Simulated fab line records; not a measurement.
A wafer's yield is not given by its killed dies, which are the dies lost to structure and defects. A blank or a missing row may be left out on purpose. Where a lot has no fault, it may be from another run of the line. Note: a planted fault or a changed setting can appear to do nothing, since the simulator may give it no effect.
fab line records	flow gf180mcu
record: lots: 11	wafers: 33	last_day: 33
route steps=602 shown STI@26 MVPSD@86 VT_IMPLANT@110
lots that met no fault: taken from a fault-free run of the same line
start_h: the number of hours between the record's first day and the start of the first shown wafer of the lot	wait_h: time in hours since the lot's previous step	" identical to the entry in the row above	L1.1+2: one row covering several wafers at once	- no value present, or no start provided	* or withheld: withheld	< > ~ a bound
route shown NAME@n: NAME is a module with steps in the file, n the number in the route of the first one	usual: the fault-free wafers' mean and standard deviation	same: alike in all rows	chamber/n: place in a boat	sites: readings site by site	_std_site: the values' standard deviation	_edge_site: the outer-site mean with the inner-site mean subtracted	radius_mm: for every site, how far away it sits from the centre of the wafer	mask NAME#n: copy n	behind: the last tool/chamber to shape the wafer	hold: what put the lot on hold/how long, in hours/how the hold closed	device: whichever transistor did not switch (one of n, p or np)	end of line: tests of these same wafers at the route's end	step lacking rows: just its recipe	killed: the dies lost at the first sort to structure and to defects; this is not the yield of the wafer	map: a wafer's dies, x killed, . not, _ none there
set.NAME: the setting that was run; set.NAME@STEP: the one run at that earlier step	model.NAME: the simulator's own value behind a step, which no gauge read
one table for each step of the route and one row for each wafer, over a sample of lots
services: the hour from which a tool's chamber was out of use, counted from the record's first day as start_h (under 0 if before that day), plus the number of hours and why
== steps ==
step: GF_STI_CMP_25
recipe: stop_on: Si3N4	t_overpolish_s: 33	down_force_psi: 4	platen_rpm: 60	target_thk_nm: 524.6	pad_velocity_m_s: 0.94248
usual: head_pressure_psi: 4.000/0.0083	motor_current_A: 11.5/1	overpolish_run_s: 33.001/0.0095	time_to_endpoint_s: 123/5.2
lot.wafer	tool	chamber	start_h	wait_h	head_pressure_psi	motor_current_A	overpolish_run_s	time_to_endpoint_s
L831.3	cmp-01	1	27.89	0.1	3.997	9.9	32.984	124
L831.1	"	3	"	"	4.004	11.6	33.005	131
L831.5	"	1	"	"	4.005	9.9	33.001	127
L832.2	cmp-02	1	35.94	0.0	3.996	13.8	33.012	124
L832.4	"	3	"	"	4.002	11.1	33.002	120
L832.5	"	1	"	"	4.003	13.1	32.996	120
L834.1	cmp-01	3	42.54	0.1	4.003	11.6	33.000	125
L834.3	"	0	"	"	3.994	12.8	32.997	124
L834.5	"	0	"	"	3.998	12.3	32.989	122
L837.4	cmp-01	3	59.17	0.0	4.016	10.9	33.019	134
L837.2	"	2	"	"	4.005	12.0	33.011	128
L837.5	"	3	"	"	4.000	11.4	32.994	134
L839.2	cmp-01	0	70.37	0.1	3.984	12.0	33.005	125
L839.6	"	3	"	"	4.006	11.2	32.988	125
L839.5	"	0	"	"	3.995	13.2	32.996	123
L840.4	cmp-02	0	73.61	0.1	3.999	10.3	33.003	120
L840.3	"	1	"	"	3.987	13.0	33.012	126
L840.6	"	2	"	"	4.006	11.1	33.004	128
L844.4	cmp-01	2	96.22	0.1	4.007	12.2	32.993	119
L844.1	"	0	"	"	4.007	12.7	33.007	118
L844.5	"	1	"	"	4.008	10.4	32.988	118
L847.3	cmp-01	1	111.34	0.0	3.995	9.6	33.008	110
L847.2	"	0	"	"	4.005	12.4	33.007	114
L847.6	"	2	"	"	3.991	11.4	33.009	114
L848.4	cmp-01	2	115.46	0.1	4.004	11.4	32.999	117
L848.2	"	0	"	"	3.999	12.6	32.988	117
L848.5	"	2	"	"	3.984	11.7	33.003	119
L849.3	cmp-01	2	119.87	0.1	4.001	11.5	33.001	121
L849.2	"	3	"	"	3.998	10.9	33.017	125
L849.1	"	0	"	"	3.989	12.5	33.005	117
L852.3	cmp-02	2	135.74	0.0	4.010	11.7	32.995	125
L852.4	"	3	"	"	3.999	11.3	32.991	121
L852.2	"	0	"	"	3.995	10.4	32.987	121
step: GF_MVPSD_IMPLANT_08
recipe: species: B	energy_kev: 170	dose_cm2: 1.5e+13	tilt_deg: 0
usual: beam_energy_keV: 170.00/0.057	beam_on_s: 10.02/0.2	dose_ions_cm2: 1.4999e+13/1.5e+10
lot.wafer	tool	chamber	start_h	wait_h	beam_energy_keV	beam_on_s	dose_ions_cm2
L831.1	implanter-04	0	97.62	0.0	170.06	9.99	1.5017e+13
L831.3	"	0	"	"	170.08	9.65	1.5008e+13
L831.5	"	0	"	"	170.08	10.07	1.5038e+13
L832.2	implanter-01	0	104.35	0.0	170.01	10.46	1.4986e+13
L832.4	"	0	"	"	170.00	9.61	1.4997e+13
L832.5	"	0	"	"	169.99	10.21	1.5004e+13
L834.1	implanter-01	0	114.14	0.0	169.95	10.18	1.5018e+13
L834.3	"	0	"	"	169.95	10.07	1.5035e+13
L834.5	"	0	"	"	169.94	10.16	1.5012e+13
L837.2	implanter-02	0	131.74	0.0	169.90	9.97	1.4983e+13
L837.4	"	0	"	"	170.05	10.21	1.4997e+13
L837.5	"	0	"	"	169.97	10.00	1.497e+13
L839.2	implanter-02	0	145.20	0.0	170.03	10.30	1.4979e+13
L839.5	"	0	"	"	169.92	9.83	1.4975e+13
L839.6	"	0	"	"	170.06	10.38	1.4968e+13
L840.3	implanter-01	0	148.98	0.1	170.01	10.19	1.5029e+13
L840.4	"	0	"	"	169.98	10.08	1.5007e+13
L840.6	"	0	"	"	169.99	9.68	1.5016e+13
L844.1	implanter-01	0	174.63	0.0	170.07	9.90	1.4996e+13
L844.4	"	0	"	"	169.98	9.93	1.5008e+13
L844.5	"	0	"	"	169.94	10.00	1.4985e+13
L847.2	implanter-01	0	192.84	0.0	151.53	9.84	1.4994e+13
L847.3	"	0	"	"	151.52	10.33	1.5014e+13
L847.6	"	0	"	"	151.50	9.83	1.5017e+13
L848.2	implanter-01	0	197.74	0.0	151.49	10.09	1.4991e+13
L848.4	"	0	"	"	151.47	9.93	1.4993e+13
L848.5	"	0	"	"	151.50	10.19	1.5003e+13
L849.1	implanter-04	0	204.33	0.0	169.95	10.01	1.5007e+13
L849.2	"	0	"	"	169.95	10.19	1.4996e+13
L849.3	"	0	"	"	169.96	9.92	1.4987e+13
L852.2	implanter-04	0	219.97	0.0	169.93	10.18	1.4989e+13
L852.3	"	0	"	"	170.05	10.15	1.5007e+13
L852.4	"	0	"	"	169.94	10.30	1.5003e+13
step: GF_VT_IMPLANT_STRIP_20
recipe: chemistry: O2/N2	power_w: 1400	pressure_mtorr: 1500	platen_temp_c: 250	o2_flow_sccm: 3000	n2_flow_sccm: 300	overash_fraction: 0.5
usual: chamber_pressure_mTorr: 1499.7/2	drypump_motor_current_A: 5.72/0.24	heater_power_w: 367/23	o2_flow_sccm: 2999/9.1	oes_product_au: 0.715/0.005	strip_time_to_endpoint_s: 12.60/0.039
lot.wafer	tool	chamber	start_h	wait_h	chamber_pressure_mTorr	drypump_motor_current_A	heater_power_w	o2_flow_sccm	oes_product_au	rf_hours_counter_h	strip_time_to_endpoint_s
L831.1	plasma_asher-04	0	127.01	0.1	1500.1	5.71	404	3008	0.711	1	12.62
L831.3	"	1	"	"	1499.0	5.58	354	3006	0.715	-	12.62
L831.5	"	0	"	"	1500.4	5.71	408	3005	0.707	-	12.61
L832.2	plasma_asher-02	0	133.81	0.1	1499.2	5.38	355	3003	0.709	35	12.62
L832.4	"	0	"	"	1497.4	5.40	372	3007	0.707	-	12.61
L832.5	"	1	"	"	1501.1	6.11	336	3011	0.709	-	12.64
L834.1	plasma_asher-03	1	143.84	0.1	1497.9	6.07	353	2990	0.726	52	12.59
L834.3	"	1	"	"	1499.2	6.06	366	3001	0.713	-	12.62
L834.5	"	0	"	"	1500.1	5.54	361	2997	0.724	-	12.61
L837.2	plasma_asher-02	0	163.81	0.1	1502.2	5.37	362	3002	0.714	38	12.57
L837.4	"	0	"	"	1499.6	5.38	358	2996	0.710	-	12.53
L837.5	"	0	"	"	1498.6	5.41	362	2994	0.712	-	12.56
L839.2	plasma_asher-04	0	177.14	0.1	1499.0	5.69	406	2997	0.715	6	12.60
L839.5	"	0	"	"	1500.1	5.70	402	3005	0.730	-	12.63
L839.6	"	1	"	"	1499.9	5.60	355	2989	0.719	-	12.61
L840.3	plasma_asher-04	1	181.95	0.1	1498.6	5.59	348	2994	0.717	-	12.55
L840.4	"	0	"	"	1498.4	5.71	410	3006	0.715	-	12.53
L840.6	"	1	"	"	1500.9	5.59	352	2989	0.722	-	12.58
L844.1	plasma_asher-04	1	209.16	0.1	1500.0	5.59	357	2989	0.715	9	12.61
L844.4	"	1	"	"	1501.3	5.60	358	2987	0.711	-	12.62
L844.5	"	1	"	"	1501.1	5.61	355	2996	0.714	-	12.65
L847.2	plasma_asher-02	0	228.14	0.1	1500.7	5.39	353	3009	0.709	45	12.56
L847.3	"	1	"	"	1499.5	6.07	343	3007	0.717	-	12.63
L847.6	"	0	"	"	1499.7	5.39	366	3009	0.717	-	12.65
L848.2	plasma_asher-03	0	233.86	0.1	1500.0	5.56	364	3012	0.717	61	12.59
L848.4	"	0	"	"	1499.2	5.57	371	2999	0.720	-	12.53
L848.5	"	1	"	"	1496.4	6.08	363	2993	0.715	-	12.57
L849.1	plasma_asher-04	1	240.46	0.1	1500.2	5.59	363	3003	0.715	13	12.56
L849.2	"	0	"	"	1504.1	5.72	408	2992	0.713	13	12.53
L849.3	"	1	"	"	1498.8	5.58	360	2997	0.720	-	12.59
L852.2	plasma_asher-04	0	256.76	0.1	1500.5	5.69	410	2992	0.725	13	12.57
L852.3	"	1	"	"	1501.8	5.60	362	2977	0.715	-	12.54
L852.4	"	0	"	"	1498.8	5.69	393	2992	0.717	-	12.57
step: GF_VT_IMPLANT_OVL_MEAS_29
usual: VT_IMPLANT_02_OVL: 0.4/1.1
lot.wafer	tool	chamber	start_h	wait_h	VT_IMPLANT_02_OVL[nm]
L831.1	overlay-01	-	142.01	0.1	-1.3
L831.3	"	-	"	"	0.4
L831.5	"	-	"	"	0.3
L832.2	overlay-02	-	149.44	0.1	-0.2
L832.4	"	-	"	"	1.0
L832.5	"	-	"	"	-0.5
L834.1	overlay-02	-	159.23	0.1	-0.9
L834.3	"	-	"	"	-0.2
L834.5	"	-	"	"	0.7
L837.2	overlay-02	-	180.01	0.1	0.0
L837.4	"	-	"	"	-1.4
L837.5	"	-	"	"	0.3
L839.2	overlay-02	-	193.81	0.1	1.6
L839.5	"	-	"	"	1.2
L839.6	"	-	"	"	3.1
L840.3	overlay-01	-	198.93	0.1	0.4
L840.4	"	-	"	"	0.8
L840.6	"	-	"	"	0.5
L844.1	overlay-02	-	226.38	0.1	-0.2
L844.4	"	-	"	"	-0.5
L844.5	"	-	"	"	0.8
L847.2	overlay-01	-	245.43	0.1	-1.2
L847.3	"	-	"	"	-1.0
L847.6	"	-	"	"	-2.4
L848.2	overlay-01	-	251.73	0.1	1.6
L848.4	"	-	"	"	1.7
L848.5	"	-	"	"	1.2
L849.1	overlay-02	-	258.13	0.1	0.0
L849.2	"	-	"	"	0.0
L849.3	"	-	"	"	0.3
L852.2	overlay-01	-	276.13	0.1	0.8
L852.3	"	-	"	"	2.2
L852.4	"	-	"	"	0.8
step: GF_VT_IMPLANT_RS_MEAS_49
recipe: thk_meas_gauge: four-point-probe
usual: MVPSD_RS: 1169.4/2.8
lot.wafer	tool	chamber	start_h	wait_h	hold	MVPSD_RS[ohm/sq]
L831.1	film_metro-01	-	158.74	0.1	-	1168.3
L831.3	"	-	"	"	-	1168.8
L831.5	"	-	"	"	-	1173.4
L832.2	film_metro-02	-	166.28	0.1	-	1168.5
L832.4	"	-	"	"	-	1171.6
L832.5	"	-	"	"	-	1168.3
L834.1	film_metro-01	-	175.73	0.1	-	1173.6
L834.3	"	-	"	"	-	1175.9
L834.5	"	-	"	"	-	1176.6
L837.2	film_metro-02	-	197.43	0.1	-	1167.0
L837.4	"	-	"	"	-	1167.3
L837.5	"	-	"	"	-	1168.0
L839.2	film_metro-01	-	212.10	0.1	-	1171.1
L839.5	"	-	"	"	-	1165.9
L839.6	"	-	"	"	-	1166.8
L840.3	film_metro-02	-	217.58	0.1	-	1171.0
L840.4	"	-	"	"	-	1170.9
L840.6	"	-	"	"	-	1172.5
L844.1	film_metro-02	-	244.88	0.1	-	1175.5
L844.4	"	-	"	"	-	1174.7
L844.5	"	-	"	"	-	1171.9
L847.2	film_metro-01	-	265.50	0.1	await_dispo/0.2h/release	1189.2
L847.3	"	-	"	"	await_dispo/0.2h/release	1188.0
L847.6	"	-	"	"	await_dispo/0.2h/release	1187.9
L847.2	film_metro-01	-	265.94	0.4	-	1190.9
L847.3	"	-	"	"	-	1184.9
L847.6	"	-	"	"	-	1190.1
L848.2	film_metro-02	-	271.20	0.1	await_dispo/0.2h/release	1194.3
L848.4	"	-	"	"	await_dispo/0.2h/release	1193.5
L848.5	"	-	"	"	await_dispo/0.2h/release	1198.3
L848.2	film_metro-02	-	271.48	0.3	-	1194.6
L848.4	"	-	"	"	-	1194.5
L848.5	"	-	"	"	-	1195.6
L849.1	film_metro-03	-	278.06	0.1	-	1170.3
L849.2	"	-	"	"	-	1171.9
L849.3	"	-	"	"	-	1173.4
L852.2	film_metro-03	-	296.35	0.1	-	1168.8
L852.3	"	-	"	"	-	1168.0
L852.4	"	-	"	"	-	1170.2
step: GF_VT_IMPLANT_WET_ETCH_50
recipe: chemistry: dHF	target_depth_nm: 20	target: SiO2	temp_c: 25	dilution: 100:1	time_s: 400
usual: temp_c: 25.01/0.11
lot.wafer	tool	chamber	start_h	wait_h	hold	temp_c
L831.1	wet_bench-01	2	158.86	0.1	-	25.03
L831.3	"	2	"	"	-	24.91
L831.5	"	2	"	"	-	25.01
L832.2	wet_bench-01	2	166.38	0.1	-	25.13
L832.4	"	2	"	"	-	25.03
L832.5	"	2	"	"	-	24.96
L834.1	wet_bench-03	0	175.85	0.1	-	25.01
L834.3	"	0	"	"	-	25.13
L834.5	"	0	"	"	-	24.98
L837.2	wet_bench-02	3	197.53	0.1	-	25.02
L837.4	"	3	"	"	-	25.09
L837.5	"	3	"	"	-	25.09
L839.2	wet_bench-03	2	212.20	0.1	-	25.06
L839.5	"	2	"	"	-	24.89
L839.6	"	2	"	"	-	25.04
L840.3	wet_bench-03	2	217.66	0.1	-	25.10
L840.4	"	2	"	"	-	24.99
L840.6	"	2	"	"	-	25.09
L844.1	wet_bench-02	0	245.00	0.1	-	24.86
L844.4	"	0	"	"	-	24.78
L844.5	"	0	"	"	-	24.84
L847.2	wet_bench-03	0	271.75	5.8	await_dispo/5.3h/release	25.02
L847.3	"	0	"	"	await_dispo/5.3h/release	24.97
L847.6	"	0	"	"	await_dispo/5.3h/release	25.07
L848.2	wet_bench-01	3	274.95	3.4	await_dispo/3.4h/release	25.08
L848.4	"	3	"	"	await_dispo/3.4h/release	25.05
L848.5	"	3	"	"	await_dispo/3.4h/release	25.09
L849.1	wet_bench-01	2	278.18	0.1	-	24.79
L849.2	"	2	"	"	-	24.92
L849.3	"	2	"	"	-	25.05
L852.2	wet_bench-02	3	296.45	0.1	-	24.76
L852.3	"	3	"	"	-	24.85
L852.4	"	3	"	"	-	24.82
== services ==
tool	chamber	start_h	hours	kind
implanter-01	-	17.92	1.7	repair
implanter-04	-	25.77	2.2	repair
implanter-01	-	39.67	1.0	repair
cmp-01	-	64.00	4.0	pm
plasma_asher-02	-	73.85	14.6	pm
cmp-02	-	75.23	1.2	repair
implanter-04	-	84.28	2.3	repair
implanter-01	-	107.04	1.0	repair
plasma_asher-04	-	108.52	2.8	pm
plasma_asher-04	-	111.27	9.0	pm
cmp-02	-	127.99	1.4	repair
plasma_asher-04	-	156.15	3.7	repair
plasma_asher-02	-	159.81	2.4	repair
cmp-01	-	169.12	74.2	repair
wet_bench-02	-	187.02	1.6	repair
cmp-02	-	204.35	0.5	repair
implanter-01	-	204.88	6.6	pm
implanter-04	-	217.06	2.2	pm
plasma_asher-04	-	241.35	14.6	pm
cmp-01	-	244.92	1.2	repair
cmp-01	-	269.12	0.7	repair
cmp-01	-	270.82	1.6	repair
cmp-01	-	280.65	4.5	pm
plasma_asher-04	-	284.80	1.0	repair
== key ==
first_sign: step: GF_MVPSD_IMPLANT_08	reading: beam_energy_keV	direction: down	sigmas: 99+	usual: 170.00	struck: 151.50
effect: step: GF_VT_IMPLANT_RS_MEAS_49	reading: MVPSD_RS	direction: up	sigmas: 7.9	usual: 1169.4	struck: 1191.9
met_at GF_MVPSD_IMPLANT_08
struck_lots L847,L848
tester_left_out L847,L848
not_acting_at GF_STI_CMP_25,GF_VT_IMPLANT_STRIP_20,GF_VT_IMPLANT_OVL_MEAS_29
onset_between 174.63 192.84
fault: kind: process_parameter_drift	tool: implanter-01	chamber: -	onset_h: 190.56	steps: GF_MVPSD_IMPLANT_08	channel: energy_kev	offset: -18.475	shape: step	end_h: 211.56	acts_in: these_recipes_only	stated: 170
tester_left_out: of these lots the tester's yield and bins aren't shown, on N5 and GAA mostly nor the transistor test; their killed dies are dies lost to structure and defects alone, not to doping, threshold or leakage, so they don't give the yield
